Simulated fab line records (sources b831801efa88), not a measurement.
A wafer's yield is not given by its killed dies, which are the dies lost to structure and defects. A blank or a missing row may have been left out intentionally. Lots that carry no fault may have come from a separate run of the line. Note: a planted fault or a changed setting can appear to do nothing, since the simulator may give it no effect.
Chamber matching    flow sky130    4 sister chambers for SKY_CONTACT_CMP_04 on cmp-01
The step polishes SiO2. 8 wafers are shown with their chamber, then 7 later ones without.

WAFERS PAIRED WITH THEIR CHAMBERS
wafer   chamber  motor_current_A (A)  slurry_filter_dp_kPa (kPa)
L636.5  0        11.3                 13.53
L641.1  0        11.1                 13.46
L641.2  2        14.3                 13.41
L641.4  3        12.9                 13.53
L645.3  3        12.3                 13.50
L645.5  1        11.5                 13.48
L651.3  1        12.1                 13.62
L651.4  2        13.4                 13.51

WAFERS WITHOUT THEIR CHAMBER
wafer   motor_current_A (A)  slurry_filter_dp_kPa (kPa)
L651.5  11.0                 13.41
L652.1  11.3                 13.56
L652.4  13.2                 13.45
L652.5  13.8                 13.85
L654.1  11.6                 13.37
L654.2  13.6                 13.33
L654.3  11.8                 13.36

EACH ONE'S CHAMBER
wafer   from the rows above           in truth
L651.5  can't be placed: 0 or 1       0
L652.1  can't be placed: 0 or 1       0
L652.4  can't be placed: 2 or 3       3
L652.5  can't be placed: 3 or 2 or 1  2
L654.1  can't be placed: 0 or 1 or 3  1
L654.2  can't be placed: 2 or 3       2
L654.3  can't be placed: 0 or 1 or 3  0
Correctly placed: 0 of 7. Unplaceable from these rows: 7, with the true chamber sitting among the candidates in 7. Placed wrongly: 0.
How it was worked out, from the rows above alone: a wafer's distance from a chamber is the root of the sum, over the readings, of the square of ((its reading less the chamber's mean) divided by the reading's scatter). If the next closest chamber is less than 2 further off than the closest, the wafer can't be placed; otherwise it belongs to the closest. For every chamber, the mean is computed from those of its wafers that are shown. How the scatter is found: for the shown wafers, subtract from each reading the mean of its chamber, square and add these, divide the total by (wafers less chambers), then take the root.
